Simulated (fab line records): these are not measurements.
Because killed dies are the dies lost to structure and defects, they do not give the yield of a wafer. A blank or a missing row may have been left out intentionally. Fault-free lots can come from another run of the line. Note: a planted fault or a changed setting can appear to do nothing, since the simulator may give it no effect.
fab line records | flow sky130
record lots=13 wafers=39 last-day=50
route steps=708 shown FIELD_ISO@1 VT_ADJUST_HVTR@138 GATE_OXIDE@200 PAD_OPEN@708
lots with no fault: from the same line, run without faults
start-h: start of the lot's first displayed wafer, in hours after the record's first day | wait-h: how many hours have passed since the lot's step before this one | " unchanged from the row above | L1.1+2: several wafers, shown together as one row | - no value, or no start was given | * or withheld: withheld | < > ~ a bound
route shown NAME@n: NAME is a module with steps in the file, n the number in the route of the first one | usual: average and standard deviation across the fault-free wafers | same: alike in all rows | chamber/n: place in a boat | sites: readings site by site | _std_site: the values' standard deviation | _edge_site: the outer-site mean with the inner-site mean subtracted | radius-mm: for every site, how far away it sits from the centre of the wafer | mask NAME#n: copy n | behind: tool/chamber where the wafer was last shaped | hold: cause of the lot's hold/its duration in hours/its outcome | device: names the non-switching transistor (n, p or np) | end of line: the tests these same wafers got at the end of their route | a step with no rows: only its recipe | killed: not the wafer's yield, but the dies lost to structure and defects at the first sort | map: a wafer's dies, marking killed ones x, the rest . and places with no die _
set.NAME: setting as actually run; set.NAME@STEP: the setting as run at that earlier step | model.NAME: the simulator's own value behind a step, which no gauge read
steps of the route over a sample of lots; a table a step, a row a wafer
services: a tool's chamber out of use, with start hour (start-h, from the record's first day; less than 0 if before it), hours out, and reason
## steps
# step SKY_FIELD_ISO_BOW_MEAS_00
# recipe mode=bow
# usual INCOMING_BOW=-1/7.1
# columns lot.wafer tool chamber start-h wait-h INCOMING_BOW[um]
L143.1 film-metro-02 - 10.00 - -4
L143.4 " - " " -1
L143.6 " - " " -1
L144.3 film-metro-03 - 15.04 - 12
L144.4 " - " " 2
L144.5 " - " " -1
L145.4 film-metro-04 - 20.06 - -23
L145.5 " - " " 3
L145.6 " - " " 0
L146.1 film-metro-02 - 25.00 - 14
L146.2 " - " " 6
L146.4 " - " " 6
L147.4 film-metro-03 - 30.06 - -7
L147.5 " - " " -6
L147.6 " - " " -2
L148.2 film-metro-04 - 35.02 - -1
L148.5 " - " " -1
L148.6 " - " " -3
L149.1 film-metro-02 - 40.00 - 6
L149.2 " - " " 5
L149.4 " - " " -3
L151.1 film-metro-04 - 50.00 - -10
L151.4 " - " " 11
L151.6 " - " " -9
L152.2 film-metro-04 - 55.02 - 7
L152.4 " - " " -12
L152.6 " - " " -10
L153.1 film-metro-03 - 60.00 - -4
L153.2 " - " " -1
L153.3 " - " " -12
L160.1 film-metro-03 - 95.00 - -5
L160.3 " - " " 5
L160.5 " - " " 4
L162.1 film-metro-02 - 105.00 - -16
L162.3 " - " " 4
L162.6 " - " " 5
L164.1 film-metro-02 - 115.00 - -3
L164.2 " - " " -2
L164.5 " - " " 3
# step SKY_FIELD_ISO_WET_ETCH_28
# recipe chemistry=dHF target-depth-nm=23.7 target=SiO2 dilution=10:1 temp-c=25 time-s=47
# usual bath-heat-duty-pct=6.6/0.81 temp-c=24.98/0.11
# columns lot.wafer tool chamber start-h wait-h bath-heat-duty-pct temp-c
L143.1 wet-bench-02 3 35.11 0.1 7.8 25.03
L143.4 " 3 " " 8.1 25.14
L143.6 " 3 " " 7.5 25.02
L144.3 wet-bench-04 1 39.97 0.2 6.0 25.09
L144.4 " 1 " " 6.9 25.26
L144.5 " 1 " " 6.6 25.11
L145.4 wet-bench-03 3 45.02 0.1 7.3 24.94
L145.5 " 3 " " 7.6 24.79
L145.6 " 3 " " 7.6 25.04
L146.1 wet-bench-03 3 50.57 0.2 7.1 24.85
L146.2 " 3 " " 7.6 24.86
L146.4 " 3 " " 6.8 25.04
L147.4 wet-bench-02 1 54.41 0.1 7.6 24.83
L147.5 " 1 " " 7.2 24.83
L147.6 " 1 " " 6.8 24.98
L148.2 wet-bench-03 3 61.34 0.1 7.1 25.10
L148.5 " 3 " " 6.7 24.96
L148.6 " 3 " " 8.5 25.07
L149.1 wet-bench-03 3 68.30 0.2 8.1 25.00
L149.2 " 3 " " 7.8 25.08
L149.4 " 3 " " 7.0 25.11
L151.1 wet-bench-03 1 73.50 0.2 26.2 35.59
L151.4 " 1 " " 26.6 35.70
L151.6 " 1 " " 24.6 35.57
L152.2 wet-bench-02 1 79.10 0.1 6.7 24.82
L152.4 " 1 " " 6.2 24.82
L152.6 " 1 " " 6.9 24.87
L153.1 wet-bench-03 1 85.54 0.1 23.3 35.75
L153.2 " 1 " " 25.1 35.77
L153.3 " 1 " " 27.1 35.76
L160.1 wet-bench-04 1 128.67 0.6 6.2 24.92
L160.3 " 1 " " 7.4 25.02
L160.5 " 1 " " 7.4 24.93
L162.1 wet-bench-02 1 136.07 0.2 7.5 24.96
L162.3 " 1 " " 6.5 24.81
L162.6 " 1 " " 7.5 24.93
L164.1 wet-bench-02 2 144.10 0.2 5.9 24.90
L164.2 " 2 " " 6.1 25.02
L164.5 " 2 " " 6.4 24.82
# step SKY_VT_ADJUST_HVTR_CD_MEAS_07
# recipe target-cd-nm=380
# usual cd-nm=380.6/2.4
# columns lot.wafer tool chamber start-h wait-h cd-nm
L143.1 cd-sem-01 - 198.99 0.1 384.8
L143.4 " - " " 382.8
L143.6 " - " " 384.9
L144.3 cd-sem-01 - 204.53 0.1 381.6
L144.4 " - " " 380.9
L144.5 " - " " 381.2
L145.4 cd-sem-02 - 207.72 0.1 379.5
L145.5 " - " " 377.9
L145.6 " - " " 379.8
L146.1 cd-sem-02 - 217.39 0.1 381.9
L146.2 " - " " 381.0
L146.4 " - " " 379.9
L147.4 cd-sem-01 - 227.05 0.1 383.1
L147.5 " - " " 385.8
L147.6 " - " " 384.3
L148.2 cd-sem-02 - 235.66 0.1 380.2
L148.5 " - " " 377.9
L148.6 " - " " 380.3
L149.1 cd-sem-02 - 242.49 0.1 380.9
L149.2 " - " " 382.1
L149.4 " - " " 382.0
L151.1 cd-sem-01 - 250.94 0.1 381.9
L151.4 " - " " 381.8
L151.6 " - " " 381.4
L152.2 cd-sem-02 - 262.66 0.1 383.6
L152.4 " - " " 383.7
L152.6 " - " " 384.0
L153.1 cd-sem-01 - 269.69 0.1 378.2
L153.2 " - " " 379.9
L153.3 " - " " 378.5
L160.1 cd-sem-02 - 335.40 0.1 379.8
L160.3 " - " " 379.8
L160.5 " - " " 381.5
L162.1 cd-sem-01 - 347.46 0.1 381.6
L162.3 " - " " 381.0
L162.6 " - " " 383.0
L164.1 cd-sem-01 - 356.29 0.1 381.4
L164.2 " - " " 380.2
L164.5 " - " " 378.7
# step SKY_GATE_OXIDE_STRIP_13
# recipe chemistry=O2/N2 power-w=1400 pressure-mtorr=1500 platen-temp-c=withheld o2-flow-sccm=3000 n2-flow-sccm=300 overash-fraction=0.5
# usual drypump-motor-current-A=6.0/0.41 oes-product-au=0.716/0.0038 strip-time-to-endpoint-s=14.21/0.043
# columns lot.wafer tool chamber start-h wait-h drypump-motor-current-A oes-product-au rf-hours-counter-h strip-time-to-endpoint-s
L143.1 plasma-asher-04 1 299.88 0.0 6.7 0.713 58 14.23
L143.4 " 0 " " 5.2 0.716 - 14.22
L143.6 " 1 " " 6.7 0.716 - 14.22
L144.3 plasma-asher-02 0 308.21 0.0 5.8 0.712 - 14.26
L144.4 " 1 " " 6.2 0.722 - 14.24
L144.5 " 1 " " 6.2 0.716 - 14.27
L145.4 plasma-asher-02 1 309.78 0.0 6.1 0.718 - 14.27
L145.5 " 1 " " 6.2 0.716 - 14.24
L145.6 " 0 " " 5.8 0.721 - 14.22
L146.1 plasma-asher-03 1 321.18 0.0 6.3 0.717 66 14.16
L146.2 " 0 " " 5.6 0.719 66 14.17
L146.4 " 1 " " 6.3 0.715 - 14.20
L147.4 plasma-asher-02 0 330.61 0.0 5.8 0.714 - 14.19
L147.5 " 1 " " 6.1 0.715 - 14.19
L147.6 " 0 " " 5.8 0.713 - 14.22
L148.2 plasma-asher-02 0 343.31 0.0 5.8 0.718 51 14.26
L148.5 " 1 " " 6.2 0.717 - 14.20
L148.6 " 0 " " 5.8 0.716 - 14.23
L149.1 plasma-asher-03 0 352.48 0.0 5.6 0.718 69 14.18
L149.2 " 1 " " 6.3 0.711 69 14.22
L149.4 " 1 " " 6.4 0.710 - 14.18
L151.1 plasma-asher-03 0 363.04 0.0 5.7 0.719 70 14.20
L151.4 " 1 " " 6.4 0.718 - 14.20
L151.6 " 0 " " 5.7 0.712 - 14.24
L152.2 plasma-asher-03 0 379.01 0.0 5.7 0.712 71 14.26
L152.4 " 1 " " 6.4 0.713 - 14.26
L152.6 " 1 " " 6.3 0.718 - 14.23
L153.1 plasma-asher-02 0 387.59 0.0 5.9 0.715 56 14.28
L153.2 " 1 " " 6.2 0.718 56 14.24
L153.3 " 1 " " 6.2 0.710 - 14.24
L160.1 plasma-asher-03 0 465.24 0.0 5.7 0.715 4 14.19
L160.3 " 0 " " 5.7 0.709 - 14.24
L160.5 " 1 " " 6.4 0.719 - 14.17
L162.1 plasma-asher-03 1 475.13 0.0 6.3 0.711 5 14.19
L162.3 " 1 " " 6.3 0.718 - 14.21
L162.6 " 1 " " 6.3 0.713 - 14.21
L164.1 plasma-asher-04 0 484.54 0.0 5.2 0.717 76 14.15
L164.2 " 1 " " 6.8 0.714 76 14.18
L164.5 " 1 " " 6.7 0.714 - 14.16
# step SKY_PAD_OPEN_PROBE_99
# usual killed_at_M0_to_M3=43/7.3 killed_at_M4_up=3.4/1.7 killed-at-contacts=24/4.5 killed-at-front-end=16/4.4 killed-at-other=0.2/0.51 killed-dies=86/9.7 killed-open=46/6.6 killed-short=39/7.1
# same gross-dies=492 killed-at-back-side=0
# columns lot.wafer tool chamber start-h wait-h killed_at_M0_to_M3 killed_at_M4_up killed-at-contacts killed-at-front-end killed-at-other killed-dies killed-open killed-short
L149.1 prober-01 - 1109.56 0.1 45 2 31 18 3 99 51 48
L149.2 prober-01 - 1109.61 0.1 34 1 16 20 0 71 44 27
L149.4 prober-01 - 1109.71 0.2 51 3 28 14 0 96 54 42
L153.1 prober-01 - 1129.91 0.1 47 2 20 12 0 81 50 31
L153.2 prober-01 - 1129.96 0.1 38 3 17 11 0 69 38 31
L153.3 prober-01 - 1130.01 0.2 40 2 27 15 0 84 37 47
# killed by level:class
L149.1 CONTACT:geometric-particle:open=14 VIA2:geometric-particle:open=11 METAL2:geometric-particle:short=8 LI_CONTACT:geometric-particle:open=6 VIA1:geometric-particle:open=6 LOCAL_INTERCONNECT:geometric-particle:short=5 CONTACT:geometric-particle:short=5 FIELD_ISO:geometric-particle:open=4
L149.2 VIA2:geometric-particle:open=9 FIELD_ISO:geometric-particle:short=8 CONTACT:geometric-particle:open=8 FIELD_ISO:geometric-particle:open=5 VIA1:geometric-particle:open=5 LI_CONTACT:geometric-particle:open=4 VIA3:geometric-particle:short=4 POLY_GATE:geometric-particle:open=3
L149.4 VIA1:geometric-particle:open=10 VIA2:geometric-particle:open=10 VIA1:geometric-particle:short=9 CONTACT:geometric-particle:open=8 LI_CONTACT:geometric-particle:open=7 METAL2:geometric-particle:short=6 LI_CONTACT:geometric-particle:short=5 CONTACT:geometric-particle:short=5
L153.1 VIA1:geometric-particle:open=17 METAL2:geometric-particle:short=8 CONTACT:geometric-particle:open=8 VIA3:geometric-particle:open=8 LI_CONTACT:geometric-particle:open=6 VIA1:geometric-particle:short=5 METAL1:geometric-particle:short=4 FIELD_ISO:geometric-particle:short=3
L153.2 VIA1:geometric-particle:open=9 VIA3:geometric-particle:open=8 CONTACT:geometric-particle:short=6 CONTACT:geometric-particle:open=5 VIA1:geometric-particle:short=5 FIELD_ISO:geometric-particle:short=4 LI_CONTACT:geometric-particle:open=4 METAL1:geometric-particle:short=4
L153.3 VIA1:geometric-particle:open=12 FIELD_ISO:geometric-particle:short=8 CONTACT:geometric-particle:short=6 LI_CONTACT:geometric-particle:open=5 LI_CONTACT:geometric-particle:short=5 VIA3:geometric-particle:open=5 VIA2:geometric-particle:short=5 LOCAL_INTERCONNECT:geometric-particle:short=5
## services
# columns tool chamber start-h hours kind
plasma-asher-02 - 23.68 14.6 pm
wet-bench-02 - 42.58 2.6 repair
plasma-asher-02 - 116.00 1.9 repair
plasma-asher-02 - 164.29 3.3 repair
plasma-asher-04 - 196.80 0.9 repair
plasma-asher-04 - 242.77 28.1 pm
plasma-asher-04 - 270.87 15.6 pm
plasma-asher-02 - 271.41 2.8 pm
plasma-asher-03 - 274.26 3.3 repair
plasma-asher-03 - 321.76 4.3 pm
plasma-asher-04 - 331.65 25.1 repair
plasma-asher-03 - 344.81 0.4 repair
plasma-asher-03 - 379.85 14.3 repair
plasma-asher-04 - 390.94 4.5 repair
plasma-asher-03 - 421.25 9.0 pm
plasma-asher-03 0 421.25 9.0 vent-cycle
plasma-asher-03 1 421.25 9.0 vent-cycle
plasma-asher-03 0 430.25 - clean
plasma-asher-03 1 430.25 - clean
plasma-asher-02 - 455.86 28.1 pm
## key
first-sign step=SKY_FIELD_ISO_WET_ETCH_28 reading=temp-c direction=up sigmas=99+ usual=* struck=*
effect step=SKY_FIELD_ISO_WET_ETCH_28 reading=bath-heat-duty-pct direction=up sigmas=23 usual=6.6 struck=25.5
met-at SKY_FIELD_ISO_WET_ETCH_28
struck-lots L151,L153
tester-left-out L151,L153
not-acting-at SKY_FIELD_ISO_BOW_MEAS_00,SKY_VT_ADJUST_HVTR_CD_MEAS_07,SKY_GATE_OXIDE_STRIP_13
onset-between 68.30 73.50
fault kind=process-parameter-drift tool=wet-bench-03 chamber=- onset-h=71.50 steps=SKY_FIELD_ISO_WET_ETCH_28 channel=temp-c offset=* shape=step end-h=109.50 acts-in=* stated=*
# tester-left-out: of these lots the tester's yield and bins aren't shown, on N5 and GAA mostly nor the transistor test; their killed dies are dies lost to structure and defects alone, not to doping, threshold or leakage, so they don't give the yield
